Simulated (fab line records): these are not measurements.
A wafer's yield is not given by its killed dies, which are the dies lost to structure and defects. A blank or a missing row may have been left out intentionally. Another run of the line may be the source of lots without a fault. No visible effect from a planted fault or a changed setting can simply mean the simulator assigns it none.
fab line records | flow sky130
record lots=7 | wafers=21 | last_day=50
route steps=708 shown DNWELL@35 PWDE@45 NWELL@56
lots that met no fault: taken from a fault-free run of the same line
start_h: hours from the record's opening day to when the first of the lot's shown wafers began | wait_h: hours from the lot's prior step to this one | " unchanged from the row above | L1.1+2: a row that stands for several wafers | - either no value or no given start | * or withheld: withheld | < > ~ a bound
route shown NAME@n: NAME is a module with steps in the file, n the number in the route of the first one | usual: mean and standard deviation over wafers with no fault | same: alike in all rows | chamber/n: place in a boat | sites: each site's reading | _std_site: their standard deviation | _edge_site: outer sites' mean less inner sites' | radius_mm: for every site, how far away it sits from the centre of the wafer | mask NAME#n: copy n | behind: the most recent tool/chamber to have shaped the wafer | hold: what put the lot on hold/how long, in hours/how the hold closed | device: the n, p or np transistor that did not switch | end of line: tests run on the same wafers once the route is complete | where a step has no rows: the recipe by itself | killed: not the wafer's yield, but the dies lost to structure and defects at the first sort | map: dies across one wafer; x = killed, . = not, _ = none there
set.NAME: the setting as run; set.NAME@STEP: as run at that earlier step | model.NAME: the simulator's own value behind a step, which no gauge read
certain route steps with their lots: each step a table, each wafer a row
services: from which hour (start_h, from the record's first day; less than 0 if before it) a tool's chamber was out of use, for how many hours, and why
## steps
# step SKY_DNWELL_DEHYDRATE_00
# recipe temp_c=200 | time_s=60
# step SKY_DNWELL_HMDS_01
# recipe prime_time_s=60 | prime_temp_c=120
# step SKY_DNWELL_COAT_02
# recipe spin_rpm=2000 | resist_thk_nm=3000
# step SKY_DNWELL_SOFTBAKE_03
# recipe temp_c=110 | time_s=withheld
# step SKY_DNWELL_EXPOSE_04
# recipe mask_id=DNM | na=0.57 | target_cd_nm=3000 | dose_mj=226.2
# step SKY_DNWELL_PEB_05
# recipe temp_c=115 | time_s=withheld
# step SKY_DNWELL_DEVELOP_06
# recipe wall_angle_deg=90 | developer=TMAH | develop_time_s=60 | dev_temp_c=23
# step SKY_DNWELL_IMPLANT_07
# recipe species=P | energy_kev=withheld | dose_cm2=withheld | tilt_deg=withheld
# step SKY_DNWELL_STRIP_08
# recipe chemistry=O2/N2 | power_w=1400 | pressure_mtorr=1500 | platen_temp_c=withheld | o2_flow_sccm=3000 | n2_flow_sccm=300 | overash_fraction=0.5
# usual drypump_motor_current_A=5.7/0.34 | oes_product_au=0.722/0.005 | strip_time_to_endpoint_s=36.95/0.094
lot.wafer | tool            | chamber | start_h | wait_h | drypump_motor_current_A | oes_product_au | rf_hours_counter_h | strip_time_to_endpoint_s
L298.1    | plasma_asher-02 | 1       | 51.89   | 0.1    | 6.1                     | 0.723          | 25                 | 37.10
L298.2    | "               | 0       | "       | "      | 6.0                     | 0.720          | 25                 | 37.01
L298.6    | "               | 1       | "       | "      | 6.1                     | 0.722          | -                  | 36.98
L301.2    | plasma_asher-04 | 1       | 72.99   | 0.1    | 5.6                     | 0.710          | 39                 | 37.11
L301.4    | "               | 0       | "       | "      | 5.3                     | 0.716          | -                  | 37.10
L301.6    | "               | 1       | "       | "      | 5.6                     | 0.715          | -                  | 37.07
L305.1    | plasma_asher-04 | 0       | 91.76   | 0.1    | 5.3                     | 0.728          | 41                 | 37.06
L305.3    | "               | 1       | "       | "      | 5.6                     | 0.728          | -                  | 37.12
L305.5    | "               | 1       | "       | "      | 5.6                     | 0.725          | -                  | 37.11
L306.4    | plasma_asher-02 | 1       | 98.69   | 0.1    | 6.2                     | 0.719          | -                  | 37.01
L306.5    | "               | 1       | "       | "      | 6.2                     | 0.720          | -                  | 37.16
L306.6    | "               | 0       | "       | "      | 5.9                     | 0.723          | -                  | 37.13
L307.2    | plasma_asher-02 | 1       | 105.86  | 0.1    | 6.1                     | 0.715          | 31                 | 37.05
L307.4    | "               | 0       | "       | "      | 6.1                     | 0.714          | -                  | 36.91
L307.5    | "               | 1       | "       | "      | 6.1                     | 0.737          | -                  | 36.93
L311.2    | plasma_asher-04 | 0       | 122.19  | 0.1    | 5.3                     | 0.726          | 44                 | 36.94
L311.3    | "               | 1       | "       | "      | 5.6                     | 0.719          | -                  | 36.97
L311.5    | "               | 0       | "       | "      | 5.3                     | 0.730          | -                  | 36.84
L321.1    | plasma_asher-04 | 0       | 178.15  | 0.1    | 5.3                     | 0.720          | 50                 | 37.06
L321.2    | "               | 1       | "       | "      | 5.7                     | 0.723          | 50                 | 37.08
L321.3    | "               | 0       | "       | "      | 5.3                     | 0.721          | -                  | 37.05
# step SKY_DNWELL_TW_MEAS_09
# usual DNWELL_TW=1114/8.9
lot.wafer | tool          | chamber | start_h | wait_h | DNWELL_TW
L298.1    | film_metro-01 | -       | 51.99   | 0.1    | 1118
L298.2    | "             | -       | "       | "      | 1119
L298.6    | "             | -       | "       | "      | 1119
L301.2    | film_metro-02 | -       | 73.10   | 0.1    | 1104
L301.4    | "             | -       | "       | "      | 1103
L301.6    | "             | -       | "       | "      | 1103
L305.1    | film_metro-01 | -       | 91.86   | 0.1    | 1128
L305.3    | "             | -       | "       | "      | 1127
L305.5    | "             | -       | "       | "      | 1127
L306.4    | film_metro-04 | -       | 98.79   | 0.1    | 1113
L306.5    | "             | -       | "       | "      | 1116
L306.6    | "             | -       | "       | "      | 1115
L307.2    | film_metro-02 | -       | 105.97  | 0.1    | 1105
L307.4    | "             | -       | "       | "      | 1107
L307.5    | "             | -       | "       | "      | 1107
L311.2    | film_metro-02 | -       | 122.30  | 0.1    | 1106
L311.3    | "             | -       | "       | "      | 1108
L311.5    | "             | -       | "       | "      | 1111
L321.1    | film_metro-04 | -       | 178.25  | 0.1    | 1125
L321.2    | "             | -       | "       | "      | 1122
L321.3    | "             | -       | "       | "      | 1130
# step SKY_PWDE_DEHYDRATE_00
# recipe temp_c=200 | time_s=60
# step SKY_PWDE_HMDS_01
# recipe prime_time_s=60 | prime_temp_c=120
# step SKY_PWDE_COAT_02
# recipe spin_rpm=2000 | resist_thk_nm=3000
# usual chill_plate_temp_C=23.01/0.11 | dispense_pressure_kPa=55.8/2.8
lot.wafer | tool           | chamber | start_h | wait_h | chill_plate_temp_C | dispense_pressure_kPa
L298.1    | litho_track-04 | 0       | 59.41   | 0.1    | 23.06              | 57.7
L298.2    | "              | 0       | "       | "      | 22.85              | 57.6
L298.6    | "              | 0       | "       | "      | 23.00              | 57.6
L301.2    | litho_track-01 | 0       | 81.42   | 0.1    | 22.89              | 56.6
L301.4    | "              | 0       | "       | "      | 22.84              | 56.7
L301.6    | "              | 0       | "       | "      | 22.99              | 56.7
L305.1    | litho_track-04 | -       | 100.66  | 0.1    | -                  | -
L305.3    | "              | -       | "       | "      | -                  | -
L305.5    | "              | -       | "       | "      | -                  | -
L306.4    | litho_track-04 | -       | 106.68  | 0.1    | -                  | -
L306.5    | "              | -       | "       | "      | -                  | -
L306.6    | "              | -       | "       | "      | -                  | -
L307.2    | litho_track-01 | -       | 115.17  | 0.1    | -                  | -
L307.4    | "              | -       | "       | "      | -                  | -
L307.5    | "              | -       | "       | "      | -                  | -
L311.2    | litho_track-02 | 0       | 131.31  | 0.1    | 23.11              | 50.3
L311.3    | "              | 0       | "       | "      | 23.20              | 50.3
L311.5    | "              | 0       | "       | "      | 23.05              | 50.3
L321.1    | litho_track-04 | 0       | 188.31  | 0.1    | 23.00              | 57.7
L321.2    | "              | 0       | "       | "      | 22.97              | 57.7
L321.3    | "              | 0       | "       | "      | 23.01              | 57.7
# step SKY_PWDE_SOFTBAKE_03
# recipe temp_c=110 | time_s=withheld
# step SKY_PWDE_EXPOSE_04
# recipe mask_id=PWDEM | na=0.6 | source_shape=conventional | sigma_outer=0.6 | polarization=unpolarized | target_cd_nm=840 | dose_mj=214
# step SKY_PWDE_PEB_05
# recipe temp_c=115 | time_s=withheld
# step SKY_PWDE_DEVELOP_06
# recipe wall_angle_deg=90 | developer=TMAH | develop_time_s=60 | dev_temp_c=22.19
lot.wafer | tool           | chamber | start_h | wait_h | model.PWDE.cd_nm
L298.1    | litho_track-01 | 0       | -       | -      | 828.6
L298.2+6  | "              | 0       | "       | "      | 829.4
L301.2    | litho_track-04 | 0       | -       | -      | 839.8
L301.4    | "              | 0       | "       | "      | 841.9
L301.6    | "              | 0       | "       | "      | 839.4
L305.1    | litho_track-01 | 0       | -       | -      | 839.2
L305.3    | "              | 0       | "       | "      | 841.5
L305.5    | "              | 0       | "       | "      | 839.9
L306.4    | litho_track-04 | 0       | -       | -      | 839.7
L306.5    | "              | 0       | "       | "      | 842.5
L306.6    | "              | 0       | "       | "      | 841.1
L307.2    | litho_track-01 | 0       | -       | -      | 837.8
L307.4    | "              | 0       | "       | "      | 836.6
L307.5    | "              | 0       | "       | "      | 837.6
L311.2    | litho_track-02 | 0       | -       | -      | 839.4
L311.3    | "              | 0       | "       | "      | 840.8
L311.5    | "              | 0       | "       | "      | 836.2
L321.1    | litho_track-02 | 0       | -       | -      | 842.8
L321.2    | "              | 0       | "       | "      | 844
L321.3    | "              | 0       | "       | "      | 843.8
# step SKY_PWDE_OVL_MEAS_07
# usual PWDE_OVL=0.5/1.1
lot.wafer | tool       | chamber | start_h | wait_h | PWDE_OVL[nm]
L298.1    | overlay-02 | -       | 67.19   | -      | -2.3
L298.2    | "          | -       | "       | "      | -1.2
L298.6    | "          | -       | "       | "      | -0.7
L301.2    | overlay-02 | -       | 90.32   | -      | 2.2
L301.4    | "          | -       | "       | "      | 0.6
L301.6    | "          | -       | "       | "      | 1.2
L305.1    | overlay-01 | -       | 109.59  | -      | -
L305.3    | "          | -       | "       | "      | -
L305.5    | "          | -       | "       | "      | -
L306.4    | overlay-02 | -       | 116.18  | -      | -
L306.5    | "          | -       | "       | "      | -
L306.6    | "          | -       | "       | "      | -
L307.2    | overlay-01 | -       | 125.05  | -      | -
L307.4    | "          | -       | "       | "      | -
L307.5    | "          | -       | "       | "      | -
L311.2    | overlay-01 | -       | 141.95  | -      | 0.4
L311.3    | "          | -       | "       | "      | 1.8
L311.5    | "          | -       | "       | "      | 0.4
L321.1    | overlay-01 | -       | 199.54  | -      | 2.0
L321.2    | "          | -       | "       | "      | -1.2
L321.3    | "          | -       | "       | "      | 0.1
# step SKY_PWDE_IMPLANT_08
# recipe species=B | energy_kev=150 | dose_cm2=3.6e+12 | tilt_deg=withheld
# step SKY_PWDE_STRIP_09
# recipe chemistry=O2/N2 | power_w=1400 | pressure_mtorr=1500 | platen_temp_c=withheld | o2_flow_sccm=3000 | n2_flow_sccm=300 | overash_fraction=0.5
# usual drypump_motor_current_A=5.3/0.31 | oes_product_au=0.722/0.0044 | strip_time_to_endpoint_s=36.96/0.089
lot.wafer | tool            | chamber | start_h | wait_h | drypump_motor_current_A | oes_product_au | rf_hours_counter_h | strip_time_to_endpoint_s
L298.1    | plasma_asher-04 | 1       | 67.38   | 0.1    | 5.6                     | 0.718          | 38                 | 37.07
L298.2    | "               | 0       | "       | "      | 5.3                     | 0.727          | 38                 | 36.99
L298.6    | "               | 1       | "       | "      | 5.6                     | 0.724          | -                  | 36.89
L301.2    | plasma_asher-04 | 0       | 90.50   | 0.1    | 5.3                     | 0.713          | 41                 | 36.90
L301.4    | "               | 1       | "       | "      | 5.6                     | 0.726          | -                  | 36.87
L301.6    | "               | 1       | "       | "      | 5.6                     | 0.734          | -                  | 36.86
L305.1    | plasma_asher-03 | 1       | 109.78  | 0.1    | 5.5                     | -              | 43                 | -
L305.3    | "               | 0       | "       | "      | 4.8                     | -              | -                  | -
L305.5    | "               | 1       | "       | "      | 5.5                     | -              | -                  | -
L306.4    | plasma_asher-04 | 0       | 116.38  | 0.1    | 5.3                     | -              | -                  | -
L306.5    | "               | 0       | "       | "      | 5.3                     | -              | -                  | -
L306.6    | "               | 1       | "       | "      | 5.6                     | -              | -                  | -
L307.2    | plasma_asher-04 | 1       | 125.23  | 0.1    | 5.6                     | -              | 45                 | -
L307.4    | "               | 1       | "       | "      | 5.6                     | -              | -                  | -
L307.5    | "               | 1       | "       | "      | 5.6                     | -              | -                  | -
L311.2    | plasma_asher-03 | 0       | 142.13  | 0.1    | 4.8                     | 0.728          | 46                 | 36.87
L311.3    | "               | 1       | "       | "      | 5.5                     | 0.721          | -                  | 36.83
L311.5    | "               | 0       | "       | "      | 4.8                     | 0.718          | -                  | 36.86
L321.1    | plasma_asher-03 | 0       | 199.72  | 0.1    | 4.8                     | 0.723          | 52                 | 36.84
L321.2    | "               | 1       | "       | "      | 5.5                     | 0.722          | 52                 | 36.90
L321.3    | "               | 1       | "       | "      | 5.5                     | 0.731          | -                  | 36.86
# step SKY_PWDE_TW_MEAS_10
# usual PWDE_TW=374.5/2.1
lot.wafer | tool          | chamber | start_h | wait_h | PWDE_TW
L298.1    | film_metro-02 | -       | 67.48   | 0.1    | 372.9
L298.2    | "             | -       | "       | "      | 369.7
L298.6    | "             | -       | "       | "      | 371.2
L301.2    | film_metro-02 | -       | 90.61   | 0.1    | 370.4
L301.4    | "             | -       | "       | "      | 370.8
L301.6    | "             | -       | "       | "      | 372.5
L305.1    | film_metro-01 | -       | 109.88  | 0.1    | 376.7
L305.3    | "             | -       | "       | "      | 374.8
L305.5    | "             | -       | "       | "      | 374.6
L306.4    | film_metro-01 | -       | 116.47  | 0.1    | 375.1
L306.5    | "             | -       | "       | "      | 372.5
L306.6    | "             | -       | "       | "      | 374.6
L307.2    | film_metro-01 | -       | 125.34  | 0.1    | 375.3
L307.4    | "             | -       | "       | "      | 375.2
L307.5    | "             | -       | "       | "      | 374.8
L311.2    | film_metro-04 | -       | 142.24  | 0.1    | 376.0
L311.3    | "             | -       | "       | "      | 374.2
L311.5    | "             | -       | "       | "      | 377.2
L321.1    | film_metro-01 | -       | 199.82  | 0.1    | 373.8
L321.2    | "             | -       | "       | "      | 374.5
L321.3    | "             | -       | "       | "      | 375.7
# step SKY_NWELL_DEHYDRATE_03
# recipe temp_c=200 | time_s=60
# step SKY_NWELL_HMDS_04
# recipe prime_time_s=60 | prime_temp_c=120
# step SKY_NWELL_COAT_05
# recipe spin_rpm=2000 | resist_thk_nm=3000
# step SKY_NWELL_SOFTBAKE_06
# recipe temp_c=110 | time_s=withheld
# step SKY_NWELL_EXPOSE_07
# recipe mask_id=NWM | na=0.6 | source_shape=conventional | sigma_outer=0.6 | polarization=unpolarized | target_cd_nm=840 | dose_mj=255
# step SKY_NWELL_PEB_08
# recipe temp_c=115 | time_s=withheld
# step SKY_NWELL_DEVELOP_09
# recipe wall_angle_deg=90 | developer=TMAH | develop_time_s=60 | dev_temp_c=23
# step SKY_NWELL_OVL_MEAS_10
# usual NWELL_00_OVL=0.2/1.4
lot.wafer | tool       | chamber | start_h | wait_h | NWELL_00_OVL[nm]
L298.1    | overlay-01 | -       | 84.29   | -      | 4.0
L298.2    | "          | -       | "       | "      | 0.8
L298.6    | "          | -       | "       | "      | 1.7
L301.2    | overlay-01 | -       | 108.20  | -      | -1.1
L301.4    | "          | -       | "       | "      | 0.1
L301.6    | "          | -       | "       | "      | -0.5
L305.1    | overlay-02 | -       | 128.30  | -      | 1.3
L305.3    | "          | -       | "       | "      | 2.1
L305.5    | "          | -       | "       | "      | 2.6
L306.4    | overlay-01 | -       | 135.18  | -      | 1.4
L306.5    | "          | -       | "       | "      | 0.7
L306.6    | "          | -       | "       | "      | 1.1
L307.2    | overlay-01 | -       | 144.61  | -      | -1.0
L307.4    | "          | -       | "       | "      | 0.0
L307.5    | "          | -       | "       | "      | -2.0
L311.2    | overlay-01 | -       | 161.75  | -      | 0.1
L311.3    | "          | -       | "       | "      | 0.5
L311.5    | "          | -       | "       | "      | -1.2
L321.1    | overlay-02 | -       | 221.90  | -      | 0.7
L321.2    | "          | -       | "       | "      | 1.0
L321.3    | "          | -       | "       | "      | 2.0
# step SKY_NWELL_IMPLANT_11
# recipe species=P | energy_kev=400 | dose_cm2=1.9e+13 | tilt_deg=withheld
# step SKY_NWELL_IMPLANT_12
# recipe species=P | energy_kev=120 | dose_cm2=1.3e+12 | tilt_deg=withheld
# step SKY_NWELL_IMPLANT_13
# recipe species=P | energy_kev=50 | dose_cm2=7e+11 | tilt_deg=withheld
# step SKY_NWELL_STRIP_14
# recipe chemistry=O2/N2 | power_w=1400 | pressure_mtorr=1544 | platen_temp_c=withheld | o2_flow_sccm=3000 | n2_flow_sccm=300 | overash_fraction=0.5
# usual drypump_motor_current_A=5.5/0.43 | oes_product_au=0.726/0.0047 | strip_time_to_endpoint_s=36.70/0.11
lot.wafer | tool            | chamber | start_h | wait_h | drypump_motor_current_A | oes_product_au | rf_hours_counter_h | strip_time_to_endpoint_s
L298.1    | plasma_asher-04 | 0       | 84.78   | 0.1    | 5.3                     | 0.734          | 40                 | 36.75
L298.2    | "               | 1       | "       | "      | 5.6                     | 0.726          | 40                 | 36.68
L298.6    | "               | 1       | "       | "      | 5.6                     | 0.727          | -                  | 36.70
L301.2    | plasma_asher-02 | 1       | 108.68  | 0.1    | 6.1                     | 0.729          | 31                 | 36.68
L301.4    | "               | 1       | "       | "      | 6.1                     | 0.728          | -                  | 36.76
L301.6    | "               | 0       | "       | "      | 5.9                     | 0.734          | -                  | 36.75
L305.1    | plasma_asher-02 | 1       | 128.79  | 0.1    | 6.2                     | 0.731          | 34                 | 36.71
L305.3    | "               | 1       | "       | "      | 6.2                     | 0.727          | -                  | 36.72
L305.5    | "               | 0       | "       | "      | 6.0                     | 0.722          | -                  | 36.58
L306.4    | plasma_asher-03 | 0       | 135.68  | 0.1    | 4.8                     | 0.727          | -                  | 36.56
L306.5    | "               | 1       | "       | "      | 5.5                     | 0.727          | -                  | 36.70
L306.6    | "               | 0       | "       | "      | 4.8                     | 0.732          | -                  | 36.62
L307.2    | plasma_asher-02 | 0       | 145.09  | 0.1    | 5.9                     | 0.722          | 35                 | 36.69
L307.4    | "               | 1       | "       | "      | 6.1                     | 0.731          | -                  | 36.70
L307.5    | "               | 0       | "       | "      | 6.0                     | 0.729          | -                  | 36.77
L311.2    | plasma_asher-02 | 0       | 162.23  | 0.1    | 6.0                     | 0.726          | 37                 | 36.83
L311.3    | "               | 0       | "       | "      | 6.0                     | 0.730          | -                  | 36.97
L311.5    | "               | 0       | "       | "      | 6.0                     | 0.728          | -                  | 36.82
L321.1    | plasma_asher-04 | 1       | 222.39  | 0.1    | 5.6                     | 0.730          | 54                 | 36.63
L321.2    | "               | 0       | "       | "      | 5.3                     | 0.728          | 54                 | 36.53
L321.3    | "               | 1       | "       | "      | 5.6                     | 0.725          | -                  | 36.66
# step SKY_NWELL_TW_MEAS_15
# usual NWELL_TW=1825/11
lot.wafer | tool          | chamber | start_h | wait_h | NWELL_TW
L298.1    | film_metro-04 | -       | 84.88   | 0.1    | 1839
L298.2    | "             | -       | "       | "      | 1839
L298.6    | "             | -       | "       | "      | 1841
L301.2    | film_metro-01 | -       | 108.79  | 0.1    | 1819
L301.4    | "             | -       | "       | "      | 1821
L301.6    | "             | -       | "       | "      | 1827
L305.1    | film_metro-01 | -       | 128.89  | 0.1    | 1842
L305.3    | "             | -       | "       | "      | 1841
L305.5    | "             | -       | "       | "      | 1832
L306.4    | film_metro-04 | -       | 135.77  | 0.1    | 1820
L306.5    | "             | -       | "       | "      | 1834
L306.6    | "             | -       | "       | "      | 1830
L307.2    | film_metro-04 | -       | 145.20  | 0.1    | 1846
L307.4    | "             | -       | "       | "      | 1849
L307.5    | "             | -       | "       | "      | 1836
L311.2    | film_metro-04 | -       | 162.34  | 0.1    | 1838
L311.3    | "             | -       | "       | "      | 1838
L311.5    | "             | -       | "       | "      | 1833
L321.1    | film_metro-02 | -       | 222.49  | 0.1    | 1808
L321.2    | "             | -       | "       | "      | 1810
L321.3    | "             | -       | "       | "      | 1815
# step SKY_NWELL_DEHYDRATE_16
# recipe temp_c=200 | time_s=60
# step SKY_NWELL_HMDS_17
# recipe prime_time_s=60 | prime_temp_c=120
# step SKY_NWELL_COAT_18
# recipe spin_rpm=2000 | resist_thk_nm=3000
# step SKY_NWELL_SOFTBAKE_19
# recipe temp_c=110 | time_s=withheld
# step SKY_NWELL_EXPOSE_20
# recipe mask_id=NWM_COMPLEMENT | na=0.6 | source_shape=conventional | sigma_outer=0.6 | polarization=unpolarized | target_cd_nm=840 | dose_mj=260
# step SKY_NWELL_PEB_21
# recipe temp_c=115 | time_s=withheld
# step SKY_NWELL_DEVELOP_22
# recipe wall_angle_deg=90 | developer=TMAH | develop_time_s=60 | dev_temp_c=23
# step SKY_NWELL_OVL_MEAS_23
# usual NWELL_01_OVL=0.3/1.3
lot.wafer | tool       | chamber | start_h | wait_h | NWELL_01_OVL[nm]
L298.1    | overlay-02 | -       | 102.74  | -      | -0.9
L298.2    | "          | -       | "       | "      | -1.6
L298.6    | "          | -       | "       | "      | -2.5
L301.2    | overlay-01 | -       | 127.61  | -      | 0.3
L301.4    | "          | -       | "       | "      | 0.2
L301.6    | "          | -       | "       | "      | 2.0
L305.1    | overlay-01 | -       | 148.64  | -      | -0.5
L305.3    | "          | -       | "       | "      | -1.3
L305.5    | "          | -       | "       | "      | 0.4
L306.4    | overlay-02 | -       | 155.46  | -      | 1.4
L306.5    | "          | -       | "       | "      | -0.3
L306.6    | "          | -       | "       | "      | 0.0
L307.2    | overlay-01 | -       | 165.61  | -      | 0.7
L307.4    | "          | -       | "       | "      | 0.1
L307.5    | "          | -       | "       | "      | 0.2
L311.2    | overlay-01 | -       | 183.41  | -      | 0.0
L311.3    | "          | -       | "       | "      | -0.6
L311.5    | "          | -       | "       | "      | 1.3
L321.1    | overlay-02 | -       | 245.85  | -      | 3.4
L321.2    | "          | -       | "       | "      | 1.1
L321.3    | "          | -       | "       | "      | 0.3
# step SKY_NWELL_TW_MEAS_26
# usual NWELL_2_TW=496/3.6
lot.wafer | tool          | chamber | start_h | wait_h | NWELL_2_TW
L298.1    | film_metro-02 | -       | 103.03  | 0.1    | 493
L298.2    | "             | -       | "       | "      | 493
L298.6    | "             | -       | "       | "      | 491
L301.2    | film_metro-04 | -       | 127.90  | 0.1    | 498
L301.4    | "             | -       | "       | "      | 498
L301.6    | "             | -       | "       | "      | 499
L305.1    | film_metro-04 | -       | 148.93  | 0.1    | 555
L305.3    | "             | -       | "       | "      | 556
L305.5    | "             | -       | "       | "      | 555
L306.4    | film_metro-01 | -       | 155.76  | 0.1    | 551
L306.5    | "             | -       | "       | "      | 551
L306.6    | "             | -       | "       | "      | 551
L307.2    | film_metro-02 | -       | 165.90  | 0.1    | 552
L307.4    | "             | -       | "       | "      | 551
L307.5    | "             | -       | "       | "      | 549
L311.2    | film_metro-04 | -       | 183.70  | 0.1    | 498
L311.3    | "             | -       | "       | "      | 502
L311.5    | "             | -       | "       | "      | 502
L321.1    | film_metro-01 | -       | 246.14  | 0.1    | 498
L321.2    | "             | -       | "       | "      | 499
L321.3    | "             | -       | "       | "      | 498
## services
tool            | chamber | start_h | hours | kind
plasma_asher-04 | -       | 33.82   | 5.7   | repair
plasma_asher-02 | -       | 37.91   | 1.2   | repair
plasma_asher-03 | -       | 142.37  | 0.4   | repair
litho_track-01  | -       | 220.89  | -     | consumable_replace:filter
## key
first_sign step=SKY_PWDE_COAT_02 | reading=tool_record | direction=missing
effect step=SKY_PWDE_OVL_MEAS_07 | reading=PWDE_OVL | direction=missing
effect step=SKY_NWELL_TW_MEAS_26 | reading=NWELL_2_TW | direction=up | sigmas=16 | usual=496 | struck=552
model_effect step=SKY_PWDE_DEVELOP_06 | value=PWDE.cd_nm | without=836.6 | struck=839.5
met_at SKY_PWDE_COAT_02
struck_wafers L305.1,L305.3,L305.5,L306.4,L306.5,L306.6,L307.2,L307.4,L307.5
sort_left_out L305.1,L305.3,L305.5,L306.4,L306.5,L306.6,L307.2,L307.4,L307.5
tester_left_out L305,L306,L307
onset_between 81.42 100.66
fault kind=skipped_step_whole | tool=litho_track-01,litho_track-04 | chamber=- | onset_h=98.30 | steps=SKY_PWDE_COAT_02 | scope=struck_lots_only
# tester_left_out: of these lots the tester's yield and bins aren't shown, on N5 and GAA mostly nor the transistor test; their killed dies are dies lost to structure and defects alone, not to doping, threshold or leakage, so they don't give the yield
# sort_left_out: the simulated sort isn't trusted on such a fault, so these wafers' sort isn't shown, and their yield isn't known
